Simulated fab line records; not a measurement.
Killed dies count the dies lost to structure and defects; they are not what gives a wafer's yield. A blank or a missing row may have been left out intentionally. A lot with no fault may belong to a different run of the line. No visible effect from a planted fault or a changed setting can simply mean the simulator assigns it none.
fab line records | flow sky130
record: lots: 11 wafers: 32 last_day: 50
route steps=708 shown METAL3@536 CAPM@549 VIA3@595 PAD_OPEN@708
lots that met no fault: from a run of the same line without faults
start_h: the number of hours between the record's first day and the start of the first shown wafer of the lot | wait_h: hours from the lot's prior step to this one | " unchanged from the row above | L1.1+2: one row covering several wafers at once | - value missing, or start not given | * or withheld: withheld | < > ~ a bound
route shown NAME@n: NAME is a module with steps in the file, n the number in the route of the first one | usual: mean/standard deviation taken from wafers without a fault | same: alike in all rows | chamber/n: place in a boat | sites: each site's reading | _std_site: the standard deviation of these | _edge_site: the outer-site mean with the inner-site mean subtracted | radius_mm: how far each site lies from the wafer's centre | mask NAME#n: copy n | behind: the tool/chamber that last shaped the wafer | hold: what put the lot on hold/how long, in hours/how the hold closed | device: the transistor (n, p or np) that didn't switch | end of line: at the end of the route, the tests of the same wafers | a step with no rows: only its recipe | killed: at the first sort, the dies lost to defects and structure; wafer yield is something else | map: dies across one wafer; x = killed, . = not, _ = none there
set.NAME: the setting that was run; set.NAME@STEP: the one run at that earlier step | model.NAME: the simulator's own value behind a step, which no gauge read
route steps across a sampled set of lots; one table per step, one row per wafer
services: from which hour (start_h, from the record's first day; less than 0 if before it) a tool's chamber was out of use, for how many hours, and why
== steps ==
step: SKY_METAL3_SPUTTER_04
recipe: material: TiN target_thk_nm: 70 power_w: 6500 time_s: 58.3 chamber_pressure_pa: 0.4
usual: throttle_valve_pct: 30.1/0.72
columns lot.wafer tool chamber start_h wait_h throttle_valve_pct
L468.1 pvd_sputter-03 - 847.07 0.0 30.2
L468.2 " - " " 31.0
L468.3 " - " " 30.3
L469.3 pvd_sputter-03 - 853.67 0.0 30.9
L469.5 " - " " 30.7
L469.6 " - " " 30.5
L470.1 pvd_sputter-04 - 872.16 0.0 29.8
L470.2 " - " " 28.9
L470.6 " - " " 29.1
L472.3 pvd_sputter-02 - 904.23 0.0 28.6
L472.4 " - " " 30.0
L472.6 " - " " 30.1
L474.1 pvd_sputter-02 - 907.10 0.0 30.2
L474.3 " - " " 30.4
L474.6 " - " " 28.7
L473.2 pvd_sputter-04 - 908.98 0.0 29.7
L473.3 " - " " 30.3
L473.5 " - " " 30.7
L479.3 pvd_sputter-03 - 931.99 0.0 30.8
L479.4 " - " " 30.6
L486.1 pvd_sputter-02 - 979.32 0.0 30.1
L486.3 " - " " 28.5
L486.4 " - " " 30.7
L487.3 pvd_sputter-04 - 984.82 0.0 29.8
L487.4 " - " " 30.3
L487.6 " - " " 29.8
L489.1 pvd_sputter-04 - 990.78 0.0 29.5
L489.5 " - " " 30.0
L489.6 " - " " 29.8
L491.1 pvd_sputter-02 - 1005.86 0.0 30.3
L491.4 " - " " 28.4
L491.5 " - " " 29.7
step: SKY_CAPM_OVL_MEAS_12
usual: CAPM_OVL: -0.4/1.4
columns lot.wafer tool chamber start_h wait_h CAPM_OVL[nm]
L468.1 overlay-01 - 872.99 0.1 0.4
L468.2 " - " " 0.4
L468.3 " - " " 0.9
L469.3 overlay-01 - 879.21 0.1 1.0
L469.5 " - " " -1.3
L469.6 " - " " -0.1
L470.1 overlay-01 - 897.19 0.1 0.5
L470.2 " - " " -1.6
L470.6 " - " " -2.3
L472.3 overlay-02 - 929.38 0.1 -1.7
L472.4 " - " " -0.2
L472.6 " - " " -0.1
L474.1 overlay-02 - 931.82 0.1 0.1
L474.3 " - " " 0.5
L474.6 " - " " -0.8
L473.2 overlay-01 - 934.08 0.1 -1.3
L473.3 " - " " 1.3
L473.5 " - " " -1.9
L479.3 overlay-02 - 956.30 0.1 1.4
L479.4 " - " " 1.8
L486.1 overlay-01 - 1002.64 0.1 -0.4
L486.3 " - " " -1.9
L486.4 " - " " 0.3
L487.3 overlay-01 - 1008.03 0.1 -0.3
L487.4 " - " " -0.4
L487.6 " - " " 0.3
L489.1 overlay-02 - 1013.39 0.1 -1.5
L489.5 " - " " 0.2
L489.6 " - " " -0.8
L491.1 overlay-01 - 1028.99 0.1 -2.2
L491.4 " - " " -1.6
L491.5 " - " " -1.5
step: SKY_METAL3_DESCUM_15
recipe: chemistry: O2 source_power_w: 150 bias_power_w: 0 pressure_mtorr: 10 temp_c: 40 time_s: 8
usual: drypump_motor_current_A: 5.86/0.2 oes_product_au: 1.003/0.0074
same: time_s: 8
columns lot.wafer tool chamber start_h wait_h drypump_motor_current_A oes_product_au rf_hours_counter_h
L468.1 rie_metal-02 0 898.97 0.0 5.87 1.014 0
L468.2 " 1 " " 5.96 1.004 9
L468.3 " 1 " " 5.97 1.009 -
L469.3 rie_metal-03 0 904.66 0.0 5.55 1.004 -
L469.5 " 1 " " 5.60 1.003 -
L469.6 " 0 " " 5.57 0.995 -
L470.1 rie_metal-02 0 922.85 0.0 5.88 0.997 1
L470.2 " 1 " " 5.99 1.011 10
L470.6 " 0 " " 5.87 0.998 -
L472.3 rie_metal-01 1 954.52 0.0 6.00 1.006 -
L472.4 " 0 " " 6.19 0.990 -
L472.6 " 0 " " 6.19 0.998 -
L474.1 rie_metal-03 0 956.91 0.0 5.56 1.003 16
L474.3 " 0 " " 5.55 1.001 -
L474.6 " 1 " " 5.61 1.001 -
L473.2 rie_metal-02 0 959.13 0.0 5.88 1.011 3
L473.3 " 0 " " 5.88 1.011 -
L473.5 " 1 " " 5.92 1.006 -
L479.3 rie_metal-02 1 981.22 0.0 5.98 1.014 -
L479.4 " 0 " " 5.88 1.004 -
L486.1 rie_metal-02 1 1026.13 0.0 5.99 1.005 15
L486.3 " 1 " " 5.99 1.022 -
L486.4 " 0 " " 5.86 0.991 -
L487.3 rie_metal-01 0 1031.61 0.0 6.21 0.993 -
L487.4 " 1 " " 6.03 0.995 -
L487.6 " 1 " " 5.98 1.012 -
L489.1 rie_metal-02 1 1036.65 0.0 5.98 1.010 16
L489.5 " 1 " " 5.99 1.011 -
L489.6 " 0 " " 5.88 1.011 -
L491.1 rie_metal-02 1 1051.96 0.0 5.97 1.009 17
L491.4 " 0 " " 5.87 1.014 -
L491.5 " 1 " " 5.97 1.005 -
step: SKY_METAL3_METAL_ETCH_18
recipe: target_depth_a: 8450 stop_on: SiO2 over_etch_frac: 0.3 time_s: 183.1 chemistry: Cl2/BCl3 resist_sidewall_deg: 88 pressure_mtorr: 10 icp_w: 900 bias_w: 48.5 Cl2_flow_sccm: 60 bcl3_flow_sccm: 30
usual: drypump_motor_current_A: 5.90/0.24 oes_product_au: 0.867/0.0055 throttle_valve_pct: 22.265/0.0099
same: time_s: 183.1
columns lot.wafer tool chamber start_h wait_h drypump_motor_current_A oes_product_au rf_hours_counter_h throttle_valve_pct
L468.1 rie_metal-01 0 899.11 0.0 6.19 0.878 3 22.263
L468.2 " 1 " " 6.07 0.873 10 22.270
L468.3 " 0 " " 6.22 0.874 - 22.247
L469.3 rie_metal-01 1 904.85 0.1 6.09 0.875 - 22.263
L469.5 " 1 " " 6.03 0.869 - 22.276
L469.6 " 0 " " 6.22 0.870 - 22.261
L470.1 rie_metal-03 1 923.00 0.0 5.61 0.863 9 22.269
L470.2 " 0 " " 5.55 0.869 14 22.265
L470.6 " 1 " " 5.60 0.862 - 22.252
L472.3 rie_metal-03 1 954.71 0.1 5.61 0.860 - 22.269
L472.4 " 0 " " 5.57 0.865 - 22.275
L472.6 " 1 " " 5.61 0.857 - 22.259
L474.1 rie_metal-01 1 957.05 0.0 6.04 0.862 13 22.246
L474.3 " 0 " " 6.19 0.865 - 22.260
L474.6 " 1 " " 6.06 0.871 - 22.272
L473.2 rie_metal-01 0 959.28 0.0 6.22 0.860 6 22.277
L473.3 " 1 " " 6.06 0.867 - 22.257
L473.5 " 1 " " 6.03 0.872 - 22.296
L479.3 rie_metal-01 1 981.47 0.1 6.03 0.860 - 22.261
L479.4 " 1 " " 6.04 0.905 - 22.254
L486.1 rie_metal-01 0 1026.28 0.0 6.23 0.869 9 22.243
L486.3 " 1 " " 6.04 0.872 - 22.249
L486.4 " 0 " " 6.22 0.859 - 22.268
L487.3 rie_metal-03 1 1031.81 0.1 5.60 0.863 - 22.258
L487.4 " 0 " " 5.60 0.872 - 22.261
L487.6 " 0 " " 5.58 0.873 - 22.287
L489.1 rie_metal-03 1 1036.80 0.0 5.60 0.864 14 22.249
L489.5 " 1 " " 5.63 0.863 - 22.254
L489.6 " 0 " " 5.61 0.871 - 22.261
L491.1 rie_metal-01 0 1052.10 0.0 6.20 0.868 11 22.282
L491.4 " 0 " " 6.19 0.872 - 22.277
L491.5 " 1 " " 6.02 0.867 - 22.273
step: SKY_VIA3_RS_MEAS_22
recipe: thk_meas_gauge: four-point-probe reads: W_of_VIA3_CVD_21+TiN_of_VIA3_SPUTTER_20
usual: VIA3_W_RS: 0.2943/0.0028
columns lot.wafer tool chamber start_h wait_h VIA3_W_RS[ohm/sq]
L468.1 film_metro-01 - 926.32 0.1 0.2984
L468.2 " - " " 0.2971
L468.3 " - " " 0.2982
L469.3 film_metro-03 - 931.72 0.1 0.2968
L469.5 " - " " 0.2935
L469.6 " - " " 0.2944
L470.1 film_metro-01 - 950.17 0.1 0.2931
L470.2 " - " " 0.2913
L470.6 " - " " 0.2932
L472.3 film_metro-01 - 981.11 0.1 0.2951
L472.4 " - " " 0.2973
L472.6 " - " " 0.2935
L474.1 film_metro-01 - 984.17 0.1 0.2987
L474.3 " - " " 0.2948
L474.6 " - " " 0.2965
L473.2 film_metro-03 - 986.25 0.1 0.2900
L473.3 " - " " 0.2942
L473.5 " - " " 0.2943
L479.3 film_metro-03 - 1007.59 0.1 0.2963
L479.4 " - " " 0.2939
L486.1 film_metro-04 - 1050.68 0.1 0.2910
L486.3 " - " " 0.2929
L486.4 " - " " 0.2970
L487.3 film_metro-03 - 1056.46 0.1 0.2954
L487.4 " - " " 0.2922
L487.6 " - " " 0.2984
L489.1 film_metro-01 - 1061.13 0.1 0.2967
L489.5 " - " " 0.2949
L489.6 " - " " 0.2938
L491.1 film_metro-03 - 1075.97 0.1 0.2917
L491.4 " - " " 0.2903
L491.5 " - " " 0.2926
step: SKY_PAD_OPEN_PROBE_99
usual: defect_limited_yield: 82.2/1.9 killed_at_M0_to_M3: 43/6.5 killed_at_M4_up: 3.5/1.9 killed_at_contacts: 24/5.4 killed_at_front_end: 16/4.8 killed_at_other: 0.4/0.64 killed_dies: 87/9.4 killed_open: 47/7 killed_short: 40/6.3 sort_bin_3_pad_short: 0.9/0.4 sort_bin_5_function: 10.5/1.4 sort_bin_6_memory: 6.3/1.1 sort_n_pass: 405/9.4 sort_yield_pct: 82.2/1.9
same: gross_dies: 492 killed_at_back_side: 0 sort_bin_4_leakage[%]: 0 sort_bin_8_speed[%]: 0
columns lot.wafer tool chamber start_h wait_h defect_limited_yield[%] killed_at_M0_to_M3 killed_at_M4_up killed_at_contacts killed_at_front_end killed_at_other killed_dies killed_open killed_short sort_bin_3_pad_short[%] sort_bin_5_function[%] sort_bin_6_memory[%] sort_n_pass sort_yield_pct[%]
L468.1 prober-02 - 1072.59 0.1 80.1 40 6 28 24 0 98 55 43 0.6 11.2 8.1 394 80.1
L468.2 prober-02 - 1072.64 0.1 79.5 55 3 25 18 0 101 58 43 1.0 11.0 8.5 391 79.5
L468.3 prober-02 - 1072.69 0.2 79.7 45 4 26 25 0 100 54 46 0.8 14.0 5.5 392 79.7
L469.3 prober-02 - 1078.00 0.2 83.9 34 1 27 17 0 79 44 35 1.0 10.6 4.5 413 83.9
L469.5 prober-02 - 1078.10 0.2 81.1 47 4 21 20 1 93 44 49 0.8 11.4 6.7 399 81.1
L469.6 prober-02 - 1078.15 0.2 83.7 36 2 26 15 1 80 51 29 0.6 10.0 5.7 412 83.7
L470.1 prober-01 - 1093.27 0.1 79.1 55 2 25 21 0 103 45 58 0.8 13.8 6.3 389 79.1
L470.2 prober-01 - 1093.32 0.1 82.7 44 3 22 16 0 85 45 40 1.0 9.8 6.5 407 82.7
L470.6 prober-01 - 1093.52 0.2 82.1 51 5 23 9 0 88 45 43 0.6 11.6 5.7 404 82.1
L472.3 prober-01 - 1118.95 0.2 84.3 36 2 27 12 0 77 48 29 0.6 10.2 4.9 415 84.3
L472.4 prober-01 - 1119.00 0.2 83.1 41 4 22 16 0 83 46 37 0.6 9.8 6.5 409 83.1
L472.6 prober-01 - 1119.10 0.2 82.3 31 4 28 22 2 87 42 44 1.0 10.8 5.9 405 82.3
L474.1 prober-01 - 1123.01 0.1 81.9 33 4 31 21 0 89 53 34 0.4 11.0 6.7 403 81.9
L474.3 prober-01 - 1123.11 0.2 82.9 37 2 22 23 0 84 41 41 0.6 12.0 4.5 408 82.9
L474.6 prober-01 - 1123.26 0.2 85.4 42 2 18 10 0 72 42 29 0.6 7.1 6.9 420 85.4
L473.2 prober-02 - 1124.19 0.1 83.5 47 2 21 11 0 81 39 42 1.2 9.8 5.5 411 83.5
L473.3 prober-02 - 1124.24 0.2 82.5 35 2 39 10 0 86 50 36 0.2 10.4 6.9 406 82.5
L473.5 prober-02 - 1124.34 0.2 82.3 34 7 32 14 0 87 50 37 0.2 11.4 6.1 405 82.3
L479.3 prober-01 - 1141.91 0.2 80.3 41 3 42 11 0 97 49 46 0.6 12.4 6.7 395 80.3
L479.4 prober-01 - 1141.96 0.2 81.9 35 6 36 12 0 89 58 30 0 9.8 8.3 403 81.9
L486.1 prober-02 - 1174.59 0.1 84.8 41 2 20 12 0 75 41 33 0.6 10.0 4.7 417 84.8
L486.3 prober-02 - 1174.69 0.2 82.3 48 3 20 16 0 87 51 34 0.6 9.1 7.9 405 82.3
L486.4 prober-02 - 1174.74 0.2 81.9 42 2 25 20 0 89 46 41 2.0 9.1 6.9 403 81.9
L487.3 prober-01 - 1179.64 0.2 79.5 55 2 27 17 0 101 60 41 1.4 12.0 7.1 391 79.5
L487.4 prober-01 - 1179.69 0.2 83.9 34 4 26 15 0 79 46 31 0.4 8.3 7.3 413 83.9
L487.6 prober-01 - 1179.79 0.2 81.7 51 4 26 9 0 90 56 34 1.0 10.2 7.1 402 81.7
L489.1 prober-01 - 1184.38 0.1 83.7 37 4 23 15 1 80 41 39 1.6 8.5 6.1 412 83.7
L489.5 prober-01 - 1184.58 0.2 82.1 46 3 22 16 1 88 43 43 0.8 11.6 5.5 404 82.1
L489.6 prober-01 - 1184.63 0.2 83.7 26 4 30 20 0 80 44 36 1.0 9.8 5.5 412 83.7
L491.1 prober-01 - 1194.79 0.1 85.0 41 2 14 16 1 74 37 36 0.6 8.3 6.1 418 85.0
L491.4 prober-01 - 1194.94 0.2 82.1 34 5 29 20 0 88 45 42 0.8 10.6 6.5 404 82.1
L491.5 prober-01 - 1194.99 0.2 83.1 40 5 21 17 0 83 43 40 1.4 8.5 6.9 409 83.1
killed by level:class
L468.1 CONTACT:geometric_particle:open=9 VIA1:geometric_particle:open=9 FIELD_ISO:geometric_particle:open=8 LI_CONTACT:geometric_particle:open=8 CONTACT:geometric_particle:short=5 METAL2:geometric_particle:short=5 LI_CONTACT:geometric_particle:short=4 METAL1:geometric_particle:open=4
L468.2 VIA1:geometric_particle:open=15 FIELD_ISO:geometric_particle:short=8 CONTACT:geometric_particle:short=8 VIA2:geometric_particle:open=8 CONTACT:geometric_particle:open=7 LI_CONTACT:geometric_particle:open=7 FIELD_ISO:geometric_particle:open=5 METAL2:geometric_particle:short=5
L468.3 CONTACT:geometric_particle:open=9 VIA1:geometric_particle:open=9 VIA1:geometric_particle:short=8 VIA2:geometric_particle:open=8 FIELD_ISO:geometric_particle:open=7 FIELD_ISO:geometric_particle:short=6 LI_CONTACT:geometric_particle:open=6 METAL1:geometric_particle:short=6
L469.3 VIA2:geometric_particle:open=10 CONTACT:geometric_particle:open=10 LI_CONTACT:geometric_particle:open=8 LI_CONTACT:geometric_particle:short=4 VIA1:geometric_particle:open=4 METAL2:geometric_particle:short=4 VIA1:geometric_particle:short=3 FIELD_ISO:geometric_particle:open=3
L469.5 VIA1:geometric_particle:open=9 FIELD_ISO:geometric_particle:short=7 VIA3:geometric_particle:open=7 FIELD_ISO:geometric_particle:open=6 LI_CONTACT:geometric_particle:open=6 VIA1:geometric_particle:short=6 METAL1:geometric_particle:short=5 LI_CONTACT:geometric_particle:short=4
L469.6 CONTACT:geometric_particle:open=13 VIA1:geometric_particle:open=11 LI_CONTACT:geometric_particle:open=7 VIA3:geometric_particle:open=6 POLY_GATE:geometric_particle:short=5 FIELD_ISO:geometric_particle:open=4 METAL1:geometric_particle:short=4 CONTACT:geometric_particle:short=4
L470.1 VIA1:geometric_particle:short=11 VIA1:geometric_particle:open=10 CONTACT:geometric_particle:open=9 POLY_GATE:geometric_particle:short=8 VIA2:geometric_particle:open=6 METAL3:geometric_particle:short=6 CONTACT:geometric_particle:short=6 VIA3:geometric_particle:open=6
L470.2 CONTACT:geometric_particle:open=8 METAL1:geometric_particle:short=8 VIA1:geometric_particle:open=8 VIA3:geometric_particle:open=7 CONTACT:geometric_particle:short=5 LI_CONTACT:geometric_particle:open=4 LOCAL_INTERCONNECT:geometric_particle:short=4 VIA1:geometric_particle:short=4
L470.6 VIA1:geometric_particle:open=12 CONTACT:geometric_particle:open=9 METAL1:geometric_particle:short=7 VIA2:geometric_particle:open=7 CONTACT:geometric_particle:short=6 VIA3:geometric_particle:open=6 VIA1:geometric_particle:short=5 FIELD_ISO:geometric_particle:short=4
L472.3 CONTACT:geometric_particle:open=13 VIA3:geometric_particle:open=10 VIA1:geometric_particle:open=9 LOCAL_INTERCONNECT:geometric_particle:short=7 LI_CONTACT:geometric_particle:open=4 METAL1:geometric_particle:short=4 METAL3:geometric_particle:short=4 SONOS_ONO:geometric_particle:open=3
L472.4 CONTACT:geometric_particle:open=10 VIA2:geometric_particle:open=8 METAL2:geometric_particle:short=7 VIA3:geometric_particle:open=7 POLY_GATE:geometric_particle:open=4 LOCAL_INTERCONNECT:geometric_particle:short=4 VIA1:geometric_particle:short=4 VIA1:geometric_particle:open=4
L472.6 CONTACT:geometric_particle:open=11 FIELD_ISO:geometric_particle:short=6 LI_CONTACT:geometric_particle:open=6 FIELD_ISO:geometric_particle:open=5 CONTACT:geometric_particle:short=5 METAL2:geometric_particle:short=5 VIA2:geometric_particle:open=5 METAL3:geometric_particle:short=5
L474.1 CONTACT:geometric_particle:open=11 VIA1:geometric_particle:open=9 VIA2:geometric_particle:open=7 VIA3:geometric_particle:open=7 FIELD_ISO:geometric_particle:open=6 LI_CONTACT:geometric_particle:open=6 LI_CONTACT:geometric_particle:short=5 LOCAL_INTERCONNECT:geometric_particle:short=5
L474.3 VIA1:geometric_particle:open=9 CONTACT:geometric_particle:open=8 METAL1:geometric_particle:short=8 FIELD_ISO:geometric_particle:short=7 CONTACT:geometric_particle:short=6 VIA3:geometric_particle:open=5 POLY_GATE:geometric_particle:short=4 LI_CONTACT:geometric_particle:open=4
L474.6 VIA1:geometric_particle:open=11 METAL1:geometric_particle:short=9 LI_CONTACT:geometric_particle:open=7 VIA2:geometric_particle:open=7 CONTACT:geometric_particle:open=6 METAL2:geometric_particle:short=4 LI_CONTACT:geometric_particle:short=3 VIA3:geometric_particle:open=3
L473.2 VIA2:geometric_particle:open=13 METAL2:geometric_particle:short=9 LI_CONTACT:geometric_particle:open=8 LOCAL_INTERCONNECT:geometric_particle:short=6 VIA1:geometric_particle:open=6 VIA3:geometric_particle:open=5 CONTACT:geometric_particle:short=4 METAL1:geometric_particle:short=4
L473.3 LI_CONTACT:geometric_particle:open=12 CONTACT:geometric_particle:open=10 LOCAL_INTERCONNECT:geometric_particle:short=7 VIA2:geometric_particle:open=7 VIA1:geometric_particle:open=6 CONTACT:geometric_particle:short=5 VIA1:geometric_particle:short=5 POLY_GATE:geometric_particle:open=4
L473.5 CONTACT:geometric_particle:open=12 LI_CONTACT:geometric_particle:open=10 VIA1:geometric_particle:open=8 METAL4:geometric_particle:short=7 VIA1:geometric_particle:short=5 POLY_GATE:geometric_particle:open=4 LI_CONTACT:geometric_particle:short=4 CONTACT:geometric_particle:short=4
L479.3 LI_CONTACT:geometric_particle:open=17 LOCAL_INTERCONNECT:geometric_particle:short=12 VIA1:geometric_particle:open=12 VIA1:geometric_particle:short=8 CONTACT:geometric_particle:open=7 METAL1:geometric_particle:short=4 FIELD_ISO:geometric_particle:short=3 POLY_GATE:geometric_particle:short=3
L479.4 CONTACT:geometric_particle:open=18 VIA1:geometric_particle:open=10 LI_CONTACT:geometric_particle:open=7 POLY_GATE:geometric_particle:short=6 LOCAL_INTERCONNECT:geometric_particle:short=5 METAL1:geometric_particle:short=5 METAL2:geometric_particle:short=5 VIA2:geometric_particle:open=5
L486.1 CONTACT:geometric_particle:open=11 VIA2:geometric_particle:open=11 VIA3:geometric_particle:open=8 METAL1:geometric_particle:short=5 VIA1:geometric_particle:short=4 LI_CONTACT:geometric_particle:open=4 VIA3:geometric_particle:short=4 POLY_GATE:geometric_particle:short=3
L486.3 VIA1:geometric_particle:open=12 VIA2:geometric_particle:open=10 LI_CONTACT:geometric_particle:open=7 CONTACT:geometric_particle:open=6 VIA1:geometric_particle:short=6 POLY_GATE:geometric_particle:open=5 LI_CONTACT:geometric_particle:short=5 METAL1:geometric_particle:short=5
L486.4 VIA1:geometric_particle:open=13 CONTACT:geometric_particle:open=11 CONTACT:geometric_particle:short=7 VIA3:geometric_particle:open=7 FIELD_ISO:geometric_particle:open=6 POLY_GATE:geometric_particle:short=5 METAL1:geometric_particle:short=5 FIELD_ISO:geometric_particle:short=4
L487.3 VIA1:geometric_particle:open=19 VIA3:geometric_particle:open=10 LI_CONTACT:geometric_particle:open=9 VIA3:geometric_particle:short=8 FIELD_ISO:geometric_particle:open=6 CONTACT:geometric_particle:open=6 METAL2:geometric_particle:short=6 POLY_GATE:geometric_particle:short=4
L487.4 VIA1:geometric_particle:open=12 LI_CONTACT:geometric_particle:open=6 VIA3:geometric_particle:open=6 LI_CONTACT:geometric_particle:short=5 LOCAL_INTERCONNECT:geometric_particle:short=5 CONTACT:geometric_particle:short=5 VIA2:geometric_particle:open=5 POLY_GATE:geometric_particle:short=4
L487.6 VIA1:geometric_particle:open=11 VIA2:geometric_particle:open=10 LI_CONTACT:geometric_particle:open=8 CONTACT:geometric_particle:open=8 VIA3:geometric_particle:open=8 METAL1:geometric_particle:short=7 METAL2:geometric_particle:short=5 FIELD_ISO:geometric_particle:open=4
L489.1 CONTACT:geometric_particle:open=8 VIA1:geometric_particle:open=6 VIA2:geometric_particle:open=6 VIA3:geometric_particle:open=6 LI_CONTACT:geometric_particle:short=5 LI_CONTACT:geometric_particle:open=5 VIA3:geometric_particle:short=5 POLY_GATE:geometric_particle:open=4
L489.5 VIA1:geometric_particle:open=13 METAL1:geometric_particle:short=8 VIA3:geometric_particle:open=8 FIELD_ISO:geometric_particle:short=6 LI_CONTACT:geometric_particle:open=6 CONTACT:geometric_particle:open=6 METAL3:geometric_particle:short=5 FIELD_ISO:geometric_particle:open=4
L489.6 LOCAL_INTERCONNECT:geometric_particle:short=10 CONTACT:geometric_particle:open=10 VIA1:geometric_particle:open=8 LI_CONTACT:geometric_particle:open=7 VIA2:geometric_particle:open=6 FIELD_ISO:geometric_particle:short=5 FIELD_ISO:geometric_particle:open=5 POLY_GATE:geometric_particle:short=5
L491.1 METAL1:geometric_particle:short=7 METAL2:geometric_particle:short=6 FIELD_ISO:geometric_particle:open=5 VIA3:geometric_particle:open=5 METAL2:geometric_particle:open=5 FIELD_ISO:geometric_particle:short=4 LI_CONTACT:geometric_particle:open=4 CONTACT:geometric_particle:open=4
L491.4 LI_CONTACT:geometric_particle:open=8 CONTACT:geometric_particle:open=8 POLY_GATE:geometric_particle:open=6 VIA2:geometric_particle:open=6 POLY_GATE:geometric_particle:short=5 METAL2:geometric_particle:short=5 FIELD_ISO:geometric_particle:short=4 CONTACT:geometric_particle:short=4
L491.5 CONTACT:geometric_particle:open=9 VIA1:geometric_particle:open=7 VIA3:geometric_particle:open=6 METAL1:geometric_particle:short=6 POLY_GATE:geometric_particle:short=5 LI_CONTACT:geometric_particle:open=5 VIA2:geometric_particle:short=5 FIELD_ISO:geometric_particle:short=4
== services ==
columns tool chamber start_h hours kind
rie_metal-02 0 828.38 16.2 repair
rie_metal-02 0 858.57 7.4 repair
rie_metal-02 0 866.25 - clean
rie_metal-02 0 866.25 29.1 scheduled_down
rie_metal-02 0 866.25 29.1 vent_cycle
pvd_sputter-02 - 870.27 2.4 repair
pvd_sputter-04 - 872.23 7.8 repair
pvd_sputter-04 - 879.08 1.4 repair
rie_metal-01 1 916.12 7.5 repair
rie_metal-03 1 933.70 7.2 repair
pvd_sputter-04 - 933.97 2.4 repair
rie_metal-03 - 937.68 2.8 pm
pvd_sputter-03 - 943.03 1.7 repair
rie_metal-02 1 969.27 1.8 repair
rie_metal-01 0 975.50 15.0 repair
rie_metal-03 1 980.39 20.4 repair
rie_metal-01 - 981.97 2.8 pm
pvd_sputter-02 - 982.11 11.9 repair
pvd_sputter-03 - 994.44 5.8 repair
pvd_sputter-03 - 995.29 14.7 repair
pvd_sputter-04 - 1005.31 0.9 repair
rie_metal-03 0 1037.80 - clean
rie_metal-03 0 1037.80 22.1 scheduled_down
rie_metal-03 0 1037.80 22.1 vent_cycle
== key ==
first_sign: step: SKY_METAL3_METAL_ETCH_18 reading: oes_product_au direction: up sigmas: 6.9 usual: 0.867 struck: 0.905
effect none on later readings
met_at SKY_METAL3_SPUTTER_04
struck_lots L479
struck_wafers L479.4
not_acting_at SKY_CAPM_OVL_MEAS_12,SKY_METAL3_DESCUM_15,SKY_VIA3_RS_MEAS_22
onset_between 853.67 931.99
fault: kind: process_parameter_drift tool: pvd_sputter-03 chamber: - onset_h: 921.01 steps: SKY_METAL3_SPUTTER_04 channel: target_thk_nm offset: 63.412 shape: step end_h: 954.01 scope: struck_wafers_only acts_in: these_recipes_only stated: 70
